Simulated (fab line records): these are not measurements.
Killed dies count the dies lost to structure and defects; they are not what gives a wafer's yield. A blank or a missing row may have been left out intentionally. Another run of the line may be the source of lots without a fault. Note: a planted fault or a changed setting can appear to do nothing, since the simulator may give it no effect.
What tool caused it? / flow gf180mcu / 12 lots with 36 wafers sampled at 5 steps, on a route of 602 steps

## WHAT THE GAUGES SHOWED, per wafer
GF_M3_CD_MEAS_14: the cd target is 280 nm. Usual: cdNm reads 280.0 nm (standard deviation 1.2).
lot=L643; measured=day 21 20:33; on=cdSem-01; cdNm (nm)=281.1 278.4 279.6; flag=
lot=L644; measured=day 22 02:11; on=cdSem-01; cdNm (nm)=279.0 279.0 279.0; flag=
lot=L646; measured=day 23 00:23; on=cdSem-02; cdNm (nm)=280.1 278.8 280.5; flag=
lot=L647; measured=day 23 09:43; on=cdSem-02; cdNm (nm)=280.9 281.1 279.7; flag=
lot=L649; measured=day 24 20:01; on=cdSem-01; cdNm (nm)=281.6 281.3 282.2; flag=
lot=L650; measured=day 25 04:07; on=cdSem-02; cdNm (nm)=281.4 280.7 281.0; flag=
lot=L652; measured=day 25 20:30; on=cdSem-02; cdNm (nm)=278.6 279.3 281.1; flag=
lot=L653; measured=day 26 00:49; on=cdSem-01; cdNm (nm)=279.2 279.1 280.1; flag=
lot=L654; measured=day 26 06:48; on=cdSem-01; cdNm (nm)=281.6 282.3 282.5; flag=
lot=L656; measured=day 26 12:04; on=cdSem-02; cdNm (nm)=279.0 280.6 278.2; flag=
lot=L659; measured=day 27 11:23; on=cdSem-01; cdNm (nm)=277.4 278.5 277.6; flag=
lot=L658; measured=day 27 11:56; on=cdSem-01; cdNm (nm)=279.6 279.0 278.6; flag=

GF_V3_CD_MEAS_14: the cd target is 260 nm. Usual: cdNm reads 259.6 nm (standard deviation 1.1).
lot=L643; measured=day 22 21:04; on=cdSem-01; cdNm (nm)=260.5 260.0 260.1; flag=
lot=L644; measured=day 23 03:14; on=cdSem-02; cdNm (nm)=259.3 260.0 260.1; flag=
lot=L646; measured=day 24 00:59; on=cdSem-01; cdNm (nm)=257.7 258.4 258.0; flag=
lot=L647; measured=day 24 09:29; on=cdSem-02; cdNm (nm)=259.3 258.5 259.9; flag=
lot=L649; measured=day 25 18:40; on=cdSem-02; cdNm (nm)=259.6 259.1 260.2; flag=
lot=L650; measured=day 26 02:58; on=cdSem-01; cdNm (nm)=257.8 259.7 259.5; flag=
lot=L652; measured=day 26 18:43; on=cdSem-01; cdNm (nm)=262.1 261.8 262.4; flag=
lot=L653; measured=day 26 22:46; on=cdSem-01; cdNm (nm)=260.3 260.8 260.5; flag=
lot=L654; measured=day 27 04:56; on=cdSem-01; cdNm (nm)=258.7 258.8 259.7; flag=
lot=L656; measured=day 27 10:31; on=cdSem-02; cdNm (nm)=259.4 258.6 258.8; flag=
lot=L659; measured=day 28 08:13; on=cdSem-02; cdNm (nm)=278.5 277.3 277.3; flag=OFF
lot=L658; measured=day 28 09:11; on=cdSem-01; cdNm (nm)=277.9 278.7 279.0; flag=OFF

GF_V3_RS_MEAS_24: a four-point-probe measurement. Usual: V3_W_RS typically reads 0.3266 ohm/sq, with standard deviation 0.0027.
lot=L643; measured=day 22 22:10; on=filmMetro-04; V3_W_RS (ohm/sq)=0.3227 0.3223 0.3202; flag=
lot=L644; measured=day 23 04:16; on=filmMetro-02; V3_W_RS (ohm/sq)=0.3212 0.3222 0.3251; flag=
lot=L646; measured=day 24 02:01; on=filmMetro-03; V3_W_RS (ohm/sq)=0.3251 0.3258 0.3273; flag=
lot=L647; measured=day 24 10:31; on=filmMetro-03; V3_W_RS (ohm/sq)=0.3263 0.3246 0.3245; flag=
lot=L649; measured=day 25 19:41; on=filmMetro-02; V3_W_RS (ohm/sq)=0.3313 0.3278 0.3294; flag=
lot=L650; measured=day 26 04:04; on=filmMetro-04; V3_W_RS (ohm/sq)=0.3304 0.3250 0.3297; flag=
lot=L652; measured=day 26 19:44; on=filmMetro-02; V3_W_RS (ohm/sq)=0.3295 0.3239 0.3289; flag=
lot=L653; measured=day 26 23:50; on=filmMetro-04; V3_W_RS (ohm/sq)=0.3273 0.3236 0.3241; flag=
lot=L654; measured=day 27 05:58; on=filmMetro-02; V3_W_RS (ohm/sq)=0.3286 0.3278 0.3254; flag=
lot=L656; measured=day 27 11:35; on=filmMetro-03; V3_W_RS (ohm/sq)=0.3252 0.3271 0.3256; flag=
lot=L659; measured=day 28 09:16; on=filmMetro-02; V3_W_RS (ohm/sq)=0.3290 0.3283 0.3307; flag=
lot=L658; measured=day 28 10:13; on=filmMetro-03; V3_W_RS (ohm/sq)=0.3289 0.3254 0.3283; flag=

## WHICH TOOL RAN EACH LOT (tool, then ch and the chambers of the sampled wafers, then the start)
lot=L643; GF_V3_PEB_12=lithoTrack-03 ch 0, day 22 20:44; GF_V3_STRIP_18=plasmaAsher-04 ch 0,1, day 22 21:20
lot=L644; GF_V3_PEB_12=lithoTrack-04 ch 0, day 23 02:55; GF_V3_STRIP_18=plasmaAsher-01 ch 0,1, day 23 03:31
lot=L646; GF_V3_PEB_12=lithoTrack-03 ch 0, day 24 00:39; GF_V3_STRIP_18=plasmaAsher-01 ch 0,1, day 24 01:15
lot=L647; GF_V3_PEB_12=lithoTrack-04 ch 0, day 24 09:10; GF_V3_STRIP_18=plasmaAsher-04 ch 0,1, day 24 09:46
lot=L649; GF_V3_PEB_12=lithoTrack-03 ch 0, day 25 18:20; GF_V3_STRIP_18=plasmaAsher-01 ch 0,1, day 25 18:56
lot=L650; GF_V3_PEB_12=lithoTrack-03 ch 0, day 26 02:37; GF_V3_STRIP_18=plasmaAsher-02 ch 0,1, day 26 03:15
lot=L652; GF_V3_PEB_12=lithoTrack-03 ch 0, day 26 18:23; GF_V3_STRIP_18=plasmaAsher-01 ch 0,1, day 26 18:59
lot=L653; GF_V3_PEB_12=lithoTrack-01 ch 0, day 26 22:25; GF_V3_STRIP_18=plasmaAsher-02 ch 0,1, day 26 23:04
lot=L654; GF_V3_PEB_12=lithoTrack-04 ch 0, day 27 04:37; GF_V3_STRIP_18=plasmaAsher-02 ch 0,1, day 27 05:13
lot=L656; GF_V3_PEB_12=lithoTrack-03 ch 0, day 27 10:11; GF_V3_STRIP_18=plasmaAsher-01 ch 0,1, day 27 10:47
lot=L659; GF_V3_PEB_12=lithoTrack-03 ch 0, day 28 07:53; GF_V3_STRIP_18=plasmaAsher-04 ch 0,1, day 28 08:29
lot=L658; GF_V3_PEB_12=lithoTrack-03 ch 0, day 28 08:51; GF_V3_STRIP_18=plasmaAsher-02 ch 0,1, day 28 09:27
- GF_V3_PEB_12: peb time 90 s.
- GF_V3_STRIP_18: strips in O2/N2.

## WHAT THE TOOLS THEMSELVES READ (means of the sampled wafers that have a number; where no wafer has one, the mark that the record gives instead)
GF_V3_PEB_12. Usual: heaterPowerTotalW 85.69 W, standard deviation 0.089; plateTempC 135.04 C, standard deviation 0.13; resistLineTempC 22.98 C, standard deviation 0.13.
lot=L643; tool=lithoTrack-03; heaterPowerTotalW (W)=85.73; plateTempC (C)=135.13; resistLineTempC (C)=23.02; flag=
lot=L644; tool=lithoTrack-04; heaterPowerTotalW (W)=85.67; plateTempC (C)=134.94; resistLineTempC (C)=23.04; flag=
lot=L646; tool=lithoTrack-03; heaterPowerTotalW (W)=85.67; plateTempC (C)=135.00; resistLineTempC (C)=23.14; flag=
lot=L647; tool=lithoTrack-04; heaterPowerTotalW (W)=85.63; plateTempC (C)=135.08; resistLineTempC (C)=23.00; flag=
lot=L649; tool=lithoTrack-03; heaterPowerTotalW (W)=85.69; plateTempC (C)=134.98; resistLineTempC (C)=22.91; flag=
lot=L650; tool=lithoTrack-03; heaterPowerTotalW (W)=85.74; plateTempC (C)=135.05; resistLineTempC (C)=22.94; flag=
lot=L652; tool=lithoTrack-03; heaterPowerTotalW (W)=85.65; plateTempC (C)=134.96; resistLineTempC (C)=23.08; flag=
lot=L653; tool=lithoTrack-01; heaterPowerTotalW (W)=85.63; plateTempC (C)=135.04; resistLineTempC (C)=22.90; flag=
lot=L654; tool=lithoTrack-04; heaterPowerTotalW (W)=85.75; plateTempC (C)=135.11; resistLineTempC (C)=23.03; flag=
lot=L656; tool=lithoTrack-03; heaterPowerTotalW (W)=85.67; plateTempC (C)=134.99; resistLineTempC (C)=23.14; flag=
lot=L659; tool=lithoTrack-03; heaterPowerTotalW (W)=95.26; plateTempC (C)=146.44; resistLineTempC (C)=22.93; flag=OFF
lot=L658; tool=lithoTrack-03; heaterPowerTotalW (W)=95.28; plateTempC (C)=146.34; resistLineTempC (C)=22.87; flag=OFF

GF_V3_STRIP_18. Usual: drypumpMotorCurrentA 5.7 A, standard deviation 0.52; heaterPowerW 354 W, standard deviation 31; oesProductAu 0.593 a.u., standard deviation 0.0049.
lot=L643; tool=plasmaAsher-04; drypumpMotorCurrentA (A)=5.4; heaterPowerW (W)=303; oesProductAu (a.u.)=0.593; flag=
lot=L644; tool=plasmaAsher-01; drypumpMotorCurrentA (A)=6.2; heaterPowerW (W)=375; oesProductAu (a.u.)=0.595; flag=
lot=L646; tool=plasmaAsher-01; drypumpMotorCurrentA (A)=6.2; heaterPowerW (W)=382; oesProductAu (a.u.)=0.593; flag=
lot=L647; tool=plasmaAsher-04; drypumpMotorCurrentA (A)=5.4; heaterPowerW (W)=300; oesProductAu (a.u.)=0.599; flag=
lot=L649; tool=plasmaAsher-01; drypumpMotorCurrentA (A)=5.9; heaterPowerW (W)=371; oesProductAu (a.u.)=0.591; flag=
lot=L650; tool=plasmaAsher-02; drypumpMotorCurrentA (A)=5.5; heaterPowerW (W)=359; oesProductAu (a.u.)=0.592; flag=
lot=L652; tool=plasmaAsher-01; drypumpMotorCurrentA (A)=6.2; heaterPowerW (W)=380; oesProductAu (a.u.)=0.593; flag=
lot=L653; tool=plasmaAsher-02; drypumpMotorCurrentA (A)=5.8; heaterPowerW (W)=356; oesProductAu (a.u.)=0.589; flag=
lot=L654; tool=plasmaAsher-02; drypumpMotorCurrentA (A)=5.5; heaterPowerW (W)=357; oesProductAu (a.u.)=0.588; flag=
lot=L656; tool=plasmaAsher-01; drypumpMotorCurrentA (A)=6.2; heaterPowerW (W)=378; oesProductAu (a.u.)=0.596; flag=
lot=L659; tool=plasmaAsher-04; drypumpMotorCurrentA (A)=5.1; heaterPowerW (W)=295; oesProductAu (a.u.)=0.596; flag=
lot=L658; tool=plasmaAsher-02; drypumpMotorCurrentA (A)=5.8; heaterPowerW (W)=356; oesProductAu (a.u.)=0.594; flag=

## THE ANSWER, worked out from the rows above alone
Rule: a lot is off if the mean of its wafers that have a number lies more than 3 standard deviations from the usual mean. Also off: a lot with no number at a reading for which 4 or more lots have one. The other lots that the step has rows for count as sound. The gauges are gone through in route order, then the tools' own readings, and for those a lot's mean is taken as printed above. At the first step where some lot is off, the reading lying furthest off is the one used; lots without a number count as furthest.
Off: L659, L658 (GF_V3_CD_MEAS_14, cdNm).
If a tool, at a process step before that reading, ran all the lots that are off and no sound lot after the first of them, it fits. Not tried: the gauges at GF_V3_CD_MEAS_14; whatever is off there is also off at GF_V3_PEB_12, on other tools, and gauge error can't account for it. One fits: GF_V3_PEB_12 on lithoTrack-03. Its last sound lot is L656 (day 27 10:11), its first lot that is off L659 (day 28 07:53): a fault that began between those two fits.
The tool's own readings at GF_V3_PEB_12 bear it out: on the lots that are off they differ by more than 5 times the standard deviation of the sound lots' means. heaterPowerTotalW reads 95.27 W there against 85.68 W on the sound lots; plateTempC reads 146.39 C there against 135.03 C on the sound lots.

## WHAT THE SIMULATOR HAD PUT IN
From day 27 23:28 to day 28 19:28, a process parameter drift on lithoTrack-03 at GF_V3_PEB_12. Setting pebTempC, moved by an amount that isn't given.
Struck lots among those shown: L659, L658. The rule above reached the same finding.
